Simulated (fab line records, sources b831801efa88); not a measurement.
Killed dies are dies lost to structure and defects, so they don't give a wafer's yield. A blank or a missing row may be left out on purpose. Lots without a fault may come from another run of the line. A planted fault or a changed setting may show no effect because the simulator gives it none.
Problem report in the 8D (eight disciplines) form, filled by code | flow gf180mcu | the parts of the form that need people (team, actions taken, sign-off) are left out

1. THE PROBLEM
V2_CVD_02_THK at GF_V2_THK_MEAS_03 reads a mean of 328 nm on 3 wafers of 2 lots; wafers without a fault read 850 nm with a standard deviation of 12. That is -43 standard deviations from the usual mean.
First seen on wafer L571.2, day 24 01:33, on film_metro-02. The record holds 42 wafers of 14 lots with a number at this step. Rule for "out", or "out of limits": more than 4 standard deviations from the usual mean. The other wafers with a number count as sound.

2. WHAT IT IS AND WHAT IT IS NOT
question                    | is                     | is not
which readings at this step | V2_CVD_02_THK          | -
which lots                  | L571, L572             | L558, L559, L560, L561, L562, L564, L565, L566, L569, L570, L580, L581
which wafers of those lots  | L571.2, L571.6, L572.5 | L571.5, L572.1, L572.3
read on which gauges        | film_metro-02          | film_metro-01, film_metro-04
when                        | from day 24 01:33      | up to then (31 sound wafers); but 8 sound wafers of L572, L580, L581 came after

3. SUSPECTS, AND WHAT RULES EACH OUT
Counting: a tool at a process step up to the reading stays a suspect if it ran every lot that is out. Sound lots after the first of them don't rule it out here, since some wafers of a struck lot are sound.
- the gauge at GF_V2_THK_MEAS_03: ruled out. All the wafers that are out were read on film_metro-02, but those of them that GF_V2_CMP_04 has rows for are out there too, on other tools.
- pvd_sputter-03 at GF_M2_SPUTTER_00 (material Ti, target thk 37.5 nm, time 150 s): kept. It ran every lot that is out, first L571 (day 23 02:04); its last sound lot up to then is L570 (day 22 18:01).
- rie_metal-01 at GF_M2_METAL_ETCH_16 (etches the open film in Cl2/BCl3, stops on SiO2, target depth 750.8 nm, time 125.1 s): kept. It ran every lot that is out, first L571 (day 24 00:35); its last sound lot up to then is L570 (day 23 17:13).
- pecvd-04 at GF_V2_CVD_02 (deposits SiO2 from TEOS, target thk 850 nm, time 94.851 s): kept. It ran every lot that is out, first L571 (day 24 01:28); its last sound lot up to then is L570 (day 23 18:05).
- Within pecvd-04 at GF_V2_CVD_02: the wafers that are out ran in chamber 2; their sound lot-mates ran in chambers 0, 1.
Left after counting: pvd_sputter-03 at GF_M2_SPUTTER_00, rie_metal-01 at GF_M2_METAL_ETCH_16, pecvd-04 at GF_V2_CVD_02.

4. THE CAUSE (what the simulator had put in)
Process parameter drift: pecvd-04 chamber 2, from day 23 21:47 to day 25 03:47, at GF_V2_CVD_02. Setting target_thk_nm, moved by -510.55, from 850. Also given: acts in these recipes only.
Counting left 3 suspects, and this tool is among them.

5. THE CHAIN OF EFFECTS, in route order
Each row: a reading whose mean over the struck wafers that have a number lies more than 3 standard deviations from the usual. Only readings for which the record gives a usual standard deviation are gone through. hours: the time from each lot's start at the first step in this table that gives one to its start at this step, as a median over the lots. sigmas: the change in usual standard deviations.
hours | step              | reading            | usual      | on struck wafers | change | sigmas
0     | GF_V2_THK_MEAS_03 | V2_CVD_02_THK      | 850 nm     | 328              | -522   | -43
0     | GF_V2_CMP_04      | time_to_endpoint_s | 79 s       | 14               | -65    | -9.7
-     | GF_V2_ETCH_17     | oes_product_au     | 0.855 a.u. | 0.623            | -0.232 | -54
The process steps in it:
- GF_V2_CMP_04: polishes SiO2.
- GF_V2_ETCH_17: etches SiO2 in C4F8/O2/Ar, stops on TiN, target depth 630 nm.
Later measuring or inspecting steps at which every struck wafer that the step has a row for has a number for every such reading, and none has moved that far: GF_V2_BOW_MEAS_05.

6. WHAT WOULD HAVE CAUGHT IT SOONER
In this record the first reading out of limits at a measuring or inspecting step was taken at day 24 01:33, 4 hours after the fault began at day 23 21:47.
Of the tool readings at GF_V2_CVD_02 for which the record gives a usual standard deviation, none was out on any struck wafer, so an alarm limit of 4 standard deviations on them would not have fired.
Of the lots that are out (2), L572 began GF_V2_CVD_02 on pecvd-04 after day 24 01:33. A hold on the tool at that time would have spared it.
